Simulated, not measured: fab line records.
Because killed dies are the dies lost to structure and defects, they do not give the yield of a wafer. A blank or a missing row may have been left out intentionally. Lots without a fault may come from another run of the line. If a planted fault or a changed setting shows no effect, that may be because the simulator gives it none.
2 desks, one fault :: flow sky130 :: what lay behind the numbers comes last; until then each desk has only its own

== AT THE TOOL OWNER'S DESK: plasmaAsher-03 ==
The tool's own readings at SKY_METAL2_STRIP_20 (strips in O2/N2): means of the sampled wafers that have a number, for each lot that ran on this tool. A lot is out of limits, marked OUT, if its mean lies more than 4 standard deviations from the usual mean; the brackets give that distance.
Columns: A = drypumpMotorCurrentA at SKY_METAL2_STRIP_20, usual 5.9 A; B = oesProductAu at SKY_METAL2_STRIP_20, usual 0.344 a.u.; C = stripTimeToEndpointS at SKY_METAL2_STRIP_20, usual 2.72 s
lot: L242
first seen here: day 35 15:48
A: 5.6
B: 0.344
C: 2.76

lot: L247
first seen here: day 36 23:39
A: 5.7
B: 0.349
C: 2.81

lot: L248
first seen here: day 37 04:31
A: 5.6
B: 0.347
C: 2.81

lot: L251
first seen here: day 38 07:09
A: 5.7
B: 0.342
C: 2.63

lot: L259
first seen here: day 41 09:55
A: 5.5
B: 0.344
C: 2.68

lot: L262
first seen here: day 41 13:21
A: 5.7
B: 0.342
C: 2.76
This desk found nothing out of limits on any of the 6 lots.

== FROM THE METROLOGY DESK ==
What the gauges read for every lot (on any tool): the sampled wafers with a number, averaged. A lot is out of limits, marked OUT, if its mean lies more than 4 standard deviations from the usual mean; the brackets give that distance.
Columns: A = VIA2_W_RS at SKY_VIA2_RS_MEAS_22, usual 0.273 ohm/sq
lot: L242
first seen here: day 36 20:23
A: 0.263

lot: L246
first seen here: day 37 18:36
A: 0.278

lot: L247
first seen here: day 38 04:31
A: 0.267

lot: L248
first seen here: day 38 09:08
A: 0.266

lot: L249
first seen here: day 38 16:26
A: 0.267

lot: L251
first seen here: day 39 10:53
A: 0.278

lot: L256
first seen here: day 41 11:07
A: 0.279

lot: L259
first seen here: day 42 12:10
A: 0.278

lot: L260
first seen here: day 42 14:22
A: 0.276

lot: L261
first seen here: day 42 14:53
A: 0.265

lot: L262
first seen here: day 42 15:23
A: 0.275
This desk found nothing out of limits on any of the 11 lots.

== BROUGHT TOGETHER ==
The tool owner's desk saw nothing out of limits.
The metrology desk saw nothing out of limits.

== WHAT THE SIMULATOR HAD PUT IN ==
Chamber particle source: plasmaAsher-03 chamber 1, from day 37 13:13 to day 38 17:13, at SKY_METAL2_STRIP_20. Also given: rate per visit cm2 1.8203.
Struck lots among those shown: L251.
